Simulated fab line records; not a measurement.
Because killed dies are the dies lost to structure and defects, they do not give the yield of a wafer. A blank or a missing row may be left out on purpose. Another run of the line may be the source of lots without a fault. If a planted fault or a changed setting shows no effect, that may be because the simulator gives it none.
Which of the tools did it? :: flow sky130 :: 36 wafers from 12 lots sampled at 5 of the route's 708 steps

## WHAT THE GAUGES SHOWED, per wafer
The record holds no reading of a measuring or inspecting step that can be judged against a usual standard deviation.

## WHICH TOOL RAN EACH LOT (tool, then ch and the chambers of the sampled wafers, then the start)
lot: L773
SKY_VIA3_CMP_02: cmp-01 ch 0,1,3, day 39 01:08
SKY_VIA3_ETCH_14: rie_diel-04 ch 0,1,2, day 40 02:49
SKY_VIA3_SPUTTER_20: pvd_sputter-02, day 40 03:30
SKY_CAP2M_SOFTBAKE_08: litho_track-02 ch 0, day 40 17:35
SKY_PAD_OPEN_PROBE_99: -

lot: L775
SKY_VIA3_CMP_02: cmp-02 ch 0,1,3, day 39 18:14
SKY_VIA3_ETCH_14: rie_diel-04 ch 1,2, day 40 19:55
SKY_VIA3_SPUTTER_20: pvd_sputter-03, day 40 20:37
SKY_CAP2M_SOFTBAKE_08: litho_track-01 ch 0, day 41 09:38
SKY_PAD_OPEN_PROBE_99: -

lot: L774
SKY_VIA3_CMP_02: cmp-01 ch 0,3, day 39 18:38
SKY_VIA3_ETCH_14: rie_diel-02 ch 1,2,3, day 40 20:27
SKY_VIA3_SPUTTER_20: pvd_sputter-02, day 40 21:08
SKY_CAP2M_SOFTBAKE_08: litho_track-01 ch 0, day 41 10:35
SKY_PAD_OPEN_PROBE_99: -

lot: L777
SKY_VIA3_CMP_02: cmp-01 ch 0,1,3, day 40 09:52
SKY_VIA3_ETCH_14: rie_diel-02 ch 0,2,3, day 41 11:30
SKY_VIA3_SPUTTER_20: pvd_sputter-02, day 41 12:11
SKY_CAP2M_SOFTBAKE_08: litho_track-01 ch 0, day 42 01:08
SKY_PAD_OPEN_PROBE_99: -

lot: L778
SKY_VIA3_CMP_02: cmp-02 ch 0,1,2, day 40 15:29
SKY_VIA3_ETCH_14: rie_diel-01 ch 0,2, day 41 16:18
SKY_VIA3_SPUTTER_20: pvd_sputter-04, day 41 16:59
SKY_CAP2M_SOFTBAKE_08: litho_track-01 ch 0, day 42 05:29
SKY_PAD_OPEN_PROBE_99: -

lot: L781
SKY_VIA3_CMP_02: cmp-01 ch 0,3, day 41 21:08
SKY_VIA3_ETCH_14: rie_diel-02 ch 1,3, day 42 22:11
SKY_VIA3_SPUTTER_20: pvd_sputter-04, day 42 22:53
SKY_CAP2M_SOFTBAKE_08: litho_track-03 ch 0, day 43 10:44
SKY_PAD_OPEN_PROBE_99: -

lot: L785
SKY_VIA3_CMP_02: cmp-02 ch 0,3, day 42 19:47
SKY_VIA3_ETCH_14: rie_diel-04 ch 0,2,3, day 43 19:53
SKY_VIA3_SPUTTER_20: pvd_sputter-04, day 43 20:37
SKY_CAP2M_SOFTBAKE_08: litho_track-03 ch 0, day 44 08:35
SKY_PAD_OPEN_PROBE_99: -

lot: L787
SKY_VIA3_CMP_02: cmp-01 ch 0,1,2, day 43 03:02
SKY_VIA3_ETCH_14: rie_diel-02 ch 0,1, day 44 02:29
SKY_VIA3_SPUTTER_20: pvd_sputter-02, day 44 03:13
SKY_CAP2M_SOFTBAKE_08: litho_track-01 ch 0, day 44 15:19
SKY_PAD_OPEN_PROBE_99: -

lot: L788
SKY_VIA3_CMP_02: cmp-01 ch 0,3, day 43 16:27
SKY_VIA3_ETCH_14: rie_diel-01 ch 0,1, day 44 14:46
SKY_VIA3_SPUTTER_20: pvd_sputter-04, day 44 15:28
SKY_CAP2M_SOFTBAKE_08: litho_track-03 ch 0, day 45 02:59
SKY_PAD_OPEN_PROBE_99: -

lot: L789
SKY_VIA3_CMP_02: cmp-01 ch 1,2,3, day 43 17:28
SKY_VIA3_ETCH_14: rie_diel-02 ch 0,1,2, day 44 16:34
SKY_VIA3_SPUTTER_20: pvd_sputter-03, day 44 17:21
SKY_CAP2M_SOFTBAKE_08: litho_track-02 ch 0, day 45 04:28
SKY_PAD_OPEN_PROBE_99: -

lot: L792
SKY_VIA3_CMP_02: cmp-01 ch 1,2,3, day 44 15:38
SKY_VIA3_ETCH_14: rie_diel-02 ch 0,1,3, day 45 13:32
SKY_VIA3_SPUTTER_20: pvd_sputter-04, day 45 14:14
SKY_CAP2M_SOFTBAKE_08: litho_track-03 ch 0, day 46 01:53
SKY_PAD_OPEN_PROBE_99: prober-02, day 50 16:03

lot: L795
SKY_VIA3_CMP_02: cmp-01 ch 0,1,3, day 45 20:49
SKY_VIA3_ETCH_14: rie_diel-01 ch 0,3, day 46 17:44
SKY_VIA3_SPUTTER_20: pvd_sputter-03, day 46 18:52
SKY_CAP2M_SOFTBAKE_08: litho_track-03 ch 0, day 47 05:20
SKY_PAD_OPEN_PROBE_99: -
- SKY_VIA3_CMP_02: polishes SiO2.
- SKY_VIA3_ETCH_14: etches BARC in N2/H2, stops on SiO2, time 45.9 s, target depth 60 nm.
- SKY_VIA3_SPUTTER_20: material TiN, target thk 20 nm, time 80 s.
- SKY_CAP2M_SOFTBAKE_08: time 60 s.
- SKY_PAD_OPEN_PROBE_99

## WHAT THE TOOLS THEMSELVES READ (means of the sampled wafers that have a number; where no wafer has one, the mark that the record gives instead)
SKY_VIA3_CMP_02. Usual: 11.7 A for motor_current_A, sd 1.2.
lot: L773
tool: cmp-01
motor_current_A (A): 12.3
flag: 

lot: L775
tool: cmp-02
motor_current_A (A): 11.8
flag: 

lot: L774
tool: cmp-01
motor_current_A (A): 11.5
flag: 

lot: L777
tool: cmp-01
motor_current_A (A): 11.7
flag: 

lot: L778
tool: cmp-02
motor_current_A (A): 11.9
flag: 

lot: L781
tool: cmp-01
motor_current_A (A): 11.5
flag: 

lot: L785
tool: cmp-02
motor_current_A (A): 11.5
flag: 

lot: L787
tool: cmp-01
motor_current_A (A): 11.0
flag: 

lot: L788
tool: cmp-01
motor_current_A (A): 12.5
flag: 

lot: L789
tool: cmp-01
motor_current_A (A): 11.5
flag: 

lot: L792
tool: cmp-01
motor_current_A (A): 12.0
flag: 

lot: L795
tool: cmp-01
motor_current_A (A): 12.0
flag: 

SKY_VIA3_ETCH_14. Usual: drypump_motor_current_A 5.6 A, standard deviation 0.44; oes_product_au 0.854 a.u., standard deviation 0.005; throttle_valve_pct 13.225 %, standard deviation 0.009.
lot: L773
tool: rie_diel-04
drypump_motor_current_A (A): 5.5
oes_product_au (a.u.): 0.860
throttle_valve_pct (%): 13.227
flag: 

lot: L775
tool: rie_diel-04
drypump_motor_current_A (A): 5.1
oes_product_au (a.u.): 0.854
throttle_valve_pct (%): 13.225
flag: 

lot: L774
tool: rie_diel-02
drypump_motor_current_A (A): 5.7
oes_product_au (a.u.): 0.849
throttle_valve_pct (%): 13.220
flag: 

lot: L777
tool: rie_diel-02
drypump_motor_current_A (A): 5.3
oes_product_au (a.u.): 0.853
throttle_valve_pct (%): 13.225
flag: 

lot: L778
tool: rie_diel-01
drypump_motor_current_A (A): 5.8
oes_product_au (a.u.): 0.856
throttle_valve_pct (%): 13.221
flag: 

lot: L781
tool: rie_diel-02
drypump_motor_current_A (A): 5.9
oes_product_au (a.u.): 0.852
throttle_valve_pct (%): 13.216
flag: 

lot: L785
tool: rie_diel-04
drypump_motor_current_A (A): 6.0
oes_product_au (a.u.): 0.857
throttle_valve_pct (%): 13.226
flag: 

lot: L787
tool: rie_diel-02
drypump_motor_current_A (A): 5.4
oes_product_au (a.u.): 0.853
throttle_valve_pct (%): 13.221
flag: 

lot: L788
tool: rie_diel-01
drypump_motor_current_A (A): 5.6
oes_product_au (a.u.): 0.853
throttle_valve_pct (%): 13.232
flag: 

lot: L789
tool: rie_diel-02
drypump_motor_current_A (A): 5.5
oes_product_au (a.u.): 0.850
throttle_valve_pct (%): 13.231
flag: 

lot: L792
tool: rie_diel-02
drypump_motor_current_A (A): 5.6
oes_product_au (a.u.): 0.856
throttle_valve_pct (%): 13.229
flag: 

lot: L795
tool: rie_diel-01
drypump_motor_current_A (A): 5.8
oes_product_au (a.u.): 0.851
throttle_valve_pct (%): 13.231
flag: 

SKY_VIA3_SPUTTER_20. Usual: 29.9 % for throttle_valve_pct, sd 0.88.
lot: L773
tool: pvd_sputter-02
throttle_valve_pct (%): 30.0
flag: 

lot: L775
tool: pvd_sputter-03
throttle_valve_pct (%): 30.1
flag: 

lot: L774
tool: pvd_sputter-02
throttle_valve_pct (%): 30.7
flag: 

lot: L777
tool: pvd_sputter-02
throttle_valve_pct (%): 30.0
flag: 

lot: L778
tool: pvd_sputter-04
throttle_valve_pct (%): 29.9
flag: 

lot: L781
tool: pvd_sputter-04
throttle_valve_pct (%): 29.9
flag: 

lot: L785
tool: pvd_sputter-04
throttle_valve_pct (%): 29.6
flag: 

lot: L787
tool: pvd_sputter-02
throttle_valve_pct (%): 31.1
flag: 

lot: L788
tool: pvd_sputter-04
throttle_valve_pct (%): 29.5
flag: 

lot: L789
tool: pvd_sputter-03
throttle_valve_pct (%): 30.9
flag: 

lot: L792
tool: pvd_sputter-04
throttle_valve_pct (%): 29.9
flag: 

lot: L795
tool: pvd_sputter-03
throttle_valve_pct (%): 29.9
flag: 

SKY_CAP2M_SOFTBAKE_08. Usual: heater_power_total_W 56.60 W, standard deviation 0.052; plate_temp_C 90.00 C, standard deviation 0.12.
lot: L773
tool: litho_track-02
heater_power_total_W (W): 56.62
plate_temp_C (C): 89.98
flag: 

lot: L775
tool: litho_track-01
heater_power_total_W (W): 56.65
plate_temp_C (C): 90.05
flag: 

lot: L774
tool: litho_track-01
heater_power_total_W (W): 54.80
plate_temp_C (C): 87.93
flag: OFF

lot: L777
tool: litho_track-01
heater_power_total_W (W): 54.75
plate_temp_C (C): 87.71
flag: OFF

lot: L778
tool: litho_track-01
heater_power_total_W (W): 54.74
plate_temp_C (C): 87.93
flag: OFF

lot: L781
tool: litho_track-03
heater_power_total_W (W): 56.62
plate_temp_C (C): 89.95
flag: 

lot: L785
tool: litho_track-03
heater_power_total_W (W): 56.58
plate_temp_C (C): 90.01
flag: 

lot: L787
tool: litho_track-01
heater_power_total_W (W): 56.62
plate_temp_C (C): 89.93
flag: 

lot: L788
tool: litho_track-03
heater_power_total_W (W): 56.61
plate_temp_C (C): 89.98
flag: 

lot: L789
tool: litho_track-02
heater_power_total_W (W): 56.58
plate_temp_C (C): 90.03
flag: 

lot: L792
tool: litho_track-03
heater_power_total_W (W): 56.59
plate_temp_C (C): 90.15
flag: 

lot: L795
tool: litho_track-03
heater_power_total_W (W): 56.60
plate_temp_C (C): 89.81
flag: 

SKY_PAD_OPEN_PROBE_99. Usual: defect_limited_yield 82.8 %, standard deviation 2; killed_at_M0_to_M3 43, standard deviation 6.4; killed_at_M4_up 3.1, standard deviation 2; killed_at_contacts 24, standard deviation 5.2; killed_at_front_end 15, standard deviation 4.3; killed_at_other 0.2, standard deviation 0.48; killed_dies 85, standard deviation 9.7; killed_open 47, standard deviation 6.9; killed_short 38, standard deviation 6.7; sort_bin_3_pad_short 0.9 %, standard deviation 0.48; sort_bin_5_function 10.3 %, standard deviation 1.6; sort_bin_6_memory 6.1 %, standard deviation 0.97; sort_n_pass 407, standard deviation 9.7; sort_yield_pct 82.8 %, standard deviation 2.
lot: L792
tool: prober-02
defect_limited_yield (%): 84.7
killed_at_M0_to_M3: 41
killed_at_M4_up: 3.0
killed_at_contacts: 19
killed_at_front_end: 12
killed_at_other: 0.0
killed_dies: 75
killed_open: 45
killed_short: 31
sort_bin_3_pad_short (%): 0.8
sort_bin_5_function (%): 8.9
sort_bin_6_memory (%): 5.6
sort_n_pass: 417
sort_yield_pct (%): 84.7
flag: 

## THE ANSWER, worked out from the rows above alone
Rule: a lot is off if the mean of its wafers that have a number lies more than 3 standard deviations from the usual mean. A lot without any number at a reading at which 4 lots or more have one is off too. The other lots that the step has rows for count as sound. First the gauges in route order, then the tools' own readings, where a lot's mean is used as printed above. At the first step where some lot is off, the reading lying furthest off is the one used; lots without a number count as furthest.
Off, at SKY_CAP2M_SOFTBAKE_08 on heater_power_total_W: L774, L777, L778.
If a tool, at that step or one of the process steps before it, ran each lot that is off and ran no sound lot following the first of them, it fits. Of those tried, none fits.

## WHAT THE SIMULATOR PUT IN
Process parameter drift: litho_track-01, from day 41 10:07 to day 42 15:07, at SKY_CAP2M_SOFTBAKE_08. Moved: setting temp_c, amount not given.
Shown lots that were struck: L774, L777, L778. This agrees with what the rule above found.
